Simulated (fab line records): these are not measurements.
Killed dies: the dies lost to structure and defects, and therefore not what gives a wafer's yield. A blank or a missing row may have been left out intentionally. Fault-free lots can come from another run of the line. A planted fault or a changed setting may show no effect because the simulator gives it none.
Split-lot study    flow sfqLine    23 wafers read across 5 lots, on a route 325 steps long

== ABOUT THE SPLIT ==
At SFQ_TRILAYER_I1_VIA_LITHO_COAT_049 (resist thk 650 nm), the setting spinRpm was moved away from the recipe's 3000 rpm on 4 of the 23 wafers read, by +3.1% to +3.3%. The other wafers ran this setting at the recipe's value.

== FROM THE SPLIT TO THE READING: what the file shows between them, 3 steps ==
- SFQ_TRILAYER_I1_VIA_LITHO_SOFTBAKE_053
- SFQ_TRILAYER_I1_VIA_LITHO_EXPOSE_050: exposes mask I1, target cd 500 nm
- SFQ_TRILAYER_I1_VIA_LITHO_DEVELOP_051: time 60 s

== THE READING ==
KrF_of_TRILAYER_I1_VIA_LITHO_COAT_049.thkNm (the simulator's own value, which no gauge read), in nm, at SFQ_TRILAYER_I1_VIA_BARC_OPEN_VIA_ETCH_071 (etches BARC in O2, target depth 125 nm, time 41.7 s). The file gives no usual value for it. Across the 19 wafers here that went through the recipe, the average is 572.1 nm and the standard deviation 1.7 nm.

wafer   tool, chamber at the split  spinRpm as run, rpm  against the recipe  KrF_of_TRILAYER_I1_VIA_LITHO_COAT_049.thkNm, nm  against lot-mates on the recipe
L074.4  lithoTrack-01, 0            3000                 recipe              569.4                                            -
L074.5  lithoTrack-01, 0            3000                 recipe              570.4                                            -
L074.6  lithoTrack-01, 0            3000                 recipe              571.6                                            -
L077.1  lithoTrack-02, 0            3094                 +3.1%               563.1                                            -9.5
L077.3  lithoTrack-02, 0            3094                 +3.1%               562.3                                            -10.3
L077.4  lithoTrack-02, 0            3000                 recipe              572                                              -
L077.5  lithoTrack-02, 0            3000                 recipe              573                                              -
L077.6  lithoTrack-02, 0            3000                 recipe              572.8                                            -
L081.1  lithoTrack-02, 0            3000                 recipe              569.9                                            -
L081.2  lithoTrack-02, 0            3000                 recipe              571.3                                            -
L081.3  lithoTrack-02, 0            3000                 recipe              570.5                                            -
L081.4  lithoTrack-02, 0            3000                 recipe              571.8                                            -
L081.6  lithoTrack-02, 0            3000                 recipe              570.6                                            -
L084.1  lithoTrack-02, 0            3098                 +3.3%               561.2                                            -12.4
L084.2  lithoTrack-02, 0            3000                 recipe              573.4                                            -
L084.3  lithoTrack-02, 0            3000                 recipe              573.7                                            -
L084.6  lithoTrack-02, 0            3000                 recipe              573.7                                            -
L084.5  lithoTrack-02, 0            3098                 +3.3%               563.2                                            -10.4
L085.1  lithoTrack-03, 0            3000                 recipe              576.7                                            -
L085.2  lithoTrack-03, 0            3000                 recipe              573.4                                            -
L085.3  lithoTrack-03, 0            3000                 recipe              570.7                                            -
L085.5  lithoTrack-03, 0            3000                 recipe              573.9                                            -
L085.6  lithoTrack-03, 0            3000                 recipe              571.9                                            -

FIT RESULTS
A straight line over all 23 wafers: KrF_of_TRILAYER_I1_VIA_LITHO_COAT_049.thkNm changes by -3.03 nm for each +1% of spinRpm; r = -0.92; the points scatter about the line by 1.7 nm.
The same after taking each lot's own level away (the mean of its wafers on the recipe; 23 wafers): -3.33 nm for each +1%; r = -0.96; scatter 1.2 nm.
According to that fit, moving spinRpm by its largest amount changes the reading by 11 nm.
Across the lots, their own levels run from 570.47 to 573.60 nm, a range of 1.8 times the standard deviation given above.
The two slopes are in agreement: the lot-to-lot level therefore moves the slope only a little.
Check: for one of the wafers moved furthest among these (+3.3%), held out of the fit, the line's prediction against its lot-mates is -10.3 nm. It came out at -12.4 nm against them.

== THE OTHER SPLITS THESE WAFERS WENT THROUGH ==
Note: prior to the reading, these wafers also went through further splits. Each is held against what the fit with the lots' levels taken away leaves over:
other split on the same wafers                      wafers away from the commonest value  r with KrF_of_TRILAYER_I1_VIA_LITHO_COAT_049.thkNm (lot level and that fit taken away)
SFQ_TRILAYER_INCOMING_OXIDATION_002 oxTimeS         10                                    +0.00
SFQ_TRILAYER_M0_DEP_SPUTTER_019 timeS               8                                     +0.10
SFQ_TRILAYER_I0_VIA_LITHO_EXPOSE_032 doseMj         7                                     -0.20
SFQ_TRILAYER_I0_VIA_BARC_OPEN_VIA_ETCH_046 sourceW  11                                    -0.25
SFQ_TRILAYER_M1_DEP_SPUTTER_037 timeS               6                                     -0.18
SFQ_TRILAYER_M1_LITHO_EXPOSE_040 doseMj             5                                     +0.01
SFQ_TRILAYER_I1_CMP_CMP_046 leaveAboveRefNm         9                                     -0.15

== THE WHOLE CHAIN: every reading that the file lists as answering this split, in the file's order ==
step                                        what it does                                         reading                                                                                       change (the file's fit)               r (the file's)
SFQ_TRILAYER_I1_VIA_LITHO_COAT_049          resist thk 650 nm                                    KrF_of_TRILAYER_I1_VIA_LITHO_COAT_049.thkNm (the simulator's own value, which no gauge read)  -3.39 nm for each +1% of the setting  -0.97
SFQ_TRILAYER_I1_VIA_BARC_OPEN_VIA_ETCH_071  etches BARC in O2, target depth 125 nm, time 41.7 s  KrF_of_TRILAYER_I1_VIA_LITHO_COAT_049.thkNm (the simulator's own value, which no gauge read)  -3.33 nm for each +1% of the setting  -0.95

== THE FILE'S OWN FIT ==
KrF_of_TRILAYER_I1_VIA_LITHO_COAT_049.thkNm changes by -3.33 nm for each +1% of spinRpm, r = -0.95.
